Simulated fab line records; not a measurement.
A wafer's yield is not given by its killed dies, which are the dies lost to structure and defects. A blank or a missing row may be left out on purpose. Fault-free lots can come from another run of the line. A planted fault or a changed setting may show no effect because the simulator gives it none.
What tool caused it?	flow gf180mcu	72 wafers from 24 lots sampled at 5 of the route's 602 steps

WHAT EACH GAUGE READ, for each wafer
GF_STI_BOW_MEAS_00. Usual: INCOMING_BOW 0 um, standard deviation 6.3.
lot	measured	on	INCOMING_BOW (um)	flag
L074	day 1 10:02	film_metro-01	3 -3 2	
L075	day 1 15:00	film_metro-02	-5 6 -7	
L076	day 1 20:00	film_metro-02	-2 -2 0	
L077	day 2 01:00	film_metro-01	1 -8 -4	
L078	day 2 06:02	film_metro-01	0 10 -7	
L079	day 2 11:00	film_metro-01	-5 -7 -1	
L080	day 2 16:01	film_metro-02	2 5 2	
L081	day 2 21:00	film_metro-02	11 -1 2	
L082	day 3 02:00	film_metro-02	-4 -5 -8	
L083	day 3 07:02	film_metro-04	7 -1 12	
L084	day 3 12:00	film_metro-04	-12 -6 11	
L085	day 3 17:00	film_metro-01	8 -4 5	
L086	day 3 22:04	film_metro-04	2 -6 13	
L087	day 4 03:00	film_metro-01	0 -9 -3	
L088	day 4 08:00	film_metro-02	2 2 7	
L089	day 4 13:01	film_metro-04	-5 -7 8	
L090	day 4 18:01	film_metro-01	7 -5 2	
L091	day 4 23:01	film_metro-01	-1 -3 11	
L092	day 5 04:00	film_metro-01	-2 -6 -1	
L093	day 5 09:00	film_metro-04	-3 2 3	
L094	day 5 14:01	film_metro-01	-6 3 0	
L095	day 5 19:00	film_metro-02	-4 7 1	
L096	day 6 00:04	film_metro-01	-3 7 9	
L097	day 6 05:01	film_metro-01	4 5 -3	

GF_VT_IMPLANT_OVL_MEAS_29. Usual: VT_IMPLANT_02_OVL -1.3 nm, standard deviation 1.2.
lot	measured	on	VT_IMPLANT_02_OVL (nm)	flag
L074	day 6 20:31	overlay-01	-2.7 -2.8 -2.9	
L075	day 7 03:10	overlay-01	-1.7 -0.1 -0.2	
L076	day 7 09:19	overlay-02	-1.5 -1.0 -1.7	
L077	day 7 14:13	overlay-02	-1.9 -0.7 -1.3	
L078	day 8 01:55	overlay-02	-1.6 -0.5 0.0	
L079	day 8 06:40	overlay-02	-1.3 -0.9 -2.7	
L080	day 8 11:46	overlay-02	-1.7 -1.9 -2.2	
L081	day 8 18:46	overlay-01	0.2 1.2 1.7	
L082	day 9 01:25	overlay-02	-3.3 -2.9 -2.0	
L083	day 9 07:26	overlay-02	-1.7 -0.4 -0.3	
L084	day 9 17:25	overlay-01	-2.3 -1.4 -1.5	
L085	day 9 20:16	overlay-01	1.4 1.6 1.7	
L086	day 10 03:47	overlay-01	-2.3 -1.6 -0.6	
L087	day 10 10:46	overlay-02	1.1 0.5 0.3	
L088	day 10 14:16	overlay-02	-2.8 -1.0 -1.8	
L089	day 11 04:01	overlay-01	-1.3 -2.7 -0.7	
L090	day 11 06:31	overlay-02	-1.3 -0.6 -2.0	
L091	day 11 11:58	overlay-01	-3.1 -1.3 -1.8	
L092	day 11 17:16	overlay-02	-2.0 -0.8 -1.4	
L093	day 12 01:04	overlay-02	-2.6 -1.7 -1.9	
L094	day 12 07:22	overlay-02	0.0 -0.4 -0.1	
L095	day 12 13:07	overlay-02	-2.4 -0.4 -1.0	
L096	day 12 20:56	overlay-01	-2.6 -3.4 -2.9	
L097	day 13 00:37	overlay-01	-0.4 -0.9 -1.2	

GF_CONTACT_BOW_MEAS_05. Usual: CONTACT_BOW 66 um, standard deviation 6.7.
lot	measured	on	CONTACT_BOW (um)	flag
L074	day 15 04:40	film_metro-02	68 63 67	
L075	day 15 13:52	film_metro-04	60 70 58	
L076	day 15 23:06	film_metro-04	66 65 68	
L077	day 16 02:20	film_metro-02	70 60 64	
L078	day 16 17:05	film_metro-02	68 79 62	
L079	day 17 00:31	film_metro-04	57 56 62	
L080	day 17 09:20	film_metro-02	67 70 68	
L081	day 17 14:31	film_metro-03	75 65 65	
L082	day 18 08:30	film_metro-02	67 65 62	
L083	day 18 11:19	film_metro-03	72 64 76	
L084	day 18 21:10	film_metro-02	54 61 78	
L085	day 19 08:19	film_metro-03	76 64 74	
L086	day 19 10:35	film_metro-03	72 65 83	
L087	day 19 22:34	film_metro-03	65 54 61	
L088	day 20 03:38	film_metro-02	67 67 72	
L089	day 21 00:59	film_metro-03	59 56 71	
L090	day 21 04:26	film_metro-02	72 61 66	
L091	day 21 13:49	film_metro-02	66 67 79	
L092	day 21 18:20	film_metro-02	62 56 63	
L093	day 22 00:07	film_metro-04	58 64 63	
L094	day 22 06:35	film_metro-03	62 69 68	
L095	day 22 14:41	film_metro-04	62 71 66	
L096	day 23 04:04	film_metro-03	63 73 76	
L097	day 23 06:06	film_metro-04	69 70 63	

GF_V2_BOW_MEAS_05. Usual: V2_BOW 100 um, standard deviation 8.7.
lot	measured	on	V2_BOW (um)	flag
L074	day 19 06:15	film_metro-04	99 95 99	
L075	day 19 17:18	film_metro-02	91 101 88	
L076	day 20 04:29	film_metro-02	106 106 109	
L077	day 20 07:07	film_metro-03	102 93 96	
L078	day 20 23:02	film_metro-02	109 120 103	
L079	day 21 06:53	film_metro-03	93 89 97	
L080	day 21 14:49	film_metro-04	99 104 100	
L081	day 21 18:36	film_metro-04	112 99 99	
L082	day 22 14:15	film_metro-02	97 94 92	
L083	day 22 17:52	film_metro-02	110 102 117	
L084	day 23 02:22	film_metro-04	95 102 117	
L085	day 23 13:07	film_metro-02	116 106 112	
L086	day 23 15:18	film_metro-02	107 99 120	
L087	day 24 00:10	film_metro-04	95 87 94	
L088	day 24 05:28	film_metro-04	98 99 103	
L089	day 25 01:24	film_metro-03	93 90 106	
L090	day 25 04:18	film_metro-04	101 90 97	
L091	day 25 14:38	film_metro-04	92 91 102	
L092	day 25 17:25	film_metro-04	94 88 94	
L093	day 25 21:52	film_metro-04	85 90 92	
L094	day 26 05:05	film_metro-02	93 100 98	
L095	day 26 12:36	film_metro-04	112 121 114	
L096	day 26 23:10	film_metro-04	91 102 103	
L097	day 27 02:41	film_metro-02	101 103 95	

WHAT TOOL EACH LOT RAN ON (gives the tool, then ch and the chambers of the sampled wafers, and finally the start)
lot	GF_M2_SPUTTER_00
L074	pvd_sputter-02, day 18 05:01
L075	pvd_sputter-02, day 18 14:59
L076	pvd_sputter-02, day 19 02:07
L077	pvd_sputter-03, day 19 05:19
L078	pvd_sputter-03, day 19 20:52
L079	pvd_sputter-03, day 20 04:54
L080	pvd_sputter-03, day 20 13:16
L081	pvd_sputter-02, day 20 17:16
L082	pvd_sputter-02, day 21 12:57
L083	pvd_sputter-03, day 21 17:14
L084	pvd_sputter-03, day 22 01:37
L085	pvd_sputter-03, day 22 12:58
L086	pvd_sputter-03, day 22 14:13
L087	pvd_sputter-02, day 23 00:58
L088	pvd_sputter-02, day 23 05:47
L089	pvd_sputter-03, day 24 01:43
L090	pvd_sputter-02, day 24 05:44
L091	pvd_sputter-02, day 24 16:05
L092	pvd_sputter-01, day 24 18:22
L093	pvd_sputter-01, day 24 23:01
L094	pvd_sputter-03, day 25 06:26
L095	pvd_sputter-03, day 25 14:13
L096	pvd_sputter-02, day 26 01:10
L097	pvd_sputter-02, day 26 03:51
- GF_M2_SPUTTER_00: material Ti, target thk 37.5 nm, time 150 s.

WHAT THE TOOLS THEMSELVES READ (means of the sampled wafers that have a number; where no wafer has one, the mark that the record gives instead)
GF_M2_SPUTTER_00. Usual: 30.1 % for throttle_valve_pct, sd 0.79.
lot	tool	throttle_valve_pct (%)	flag
L074	pvd_sputter-02	30.8	
L075	pvd_sputter-02	30.7	
L076	pvd_sputter-02	30.3	
L077	pvd_sputter-03	29.7	
L078	pvd_sputter-03	29.5	
L079	pvd_sputter-03	30.2	
L080	pvd_sputter-03	30.1	
L081	pvd_sputter-02	30.4	
L082	pvd_sputter-02	30.7	
L083	pvd_sputter-03	30.2	
L084	pvd_sputter-03	30.0	
L085	pvd_sputter-03	29.6	
L086	pvd_sputter-03	30.0	
L087	pvd_sputter-02	30.1	
L088	pvd_sputter-02	30.2	
L089	pvd_sputter-03	29.9	
L090	pvd_sputter-02	30.1	
L091	pvd_sputter-02	29.8	
L092	pvd_sputter-01	29.7	
L093	pvd_sputter-01	29.7	
L094	pvd_sputter-03	29.7	
L095	pvd_sputter-03	30.0	
L096	pvd_sputter-02	30.4	
L097	pvd_sputter-02	29.8	

THE ANSWER, worked out from the rows above alone
Rule: lot off if the mean of its wafers having a number is beyond 3 standard deviations from the usual mean. A lot without any number at a reading at which 4 lots or more have one is off too. The other lots that the step has rows for count as sound. First the gauges in route order, then the tools' own readings, where a lot's mean is used as printed above. The first step at which some lot is off is used, and at that step the reading that is off furthest; a lot without a number counts as furthest.
None of the lots is off at any reading shown; this tells nothing.

WHAT HAD BEEN PUT IN BY THE SIMULATOR
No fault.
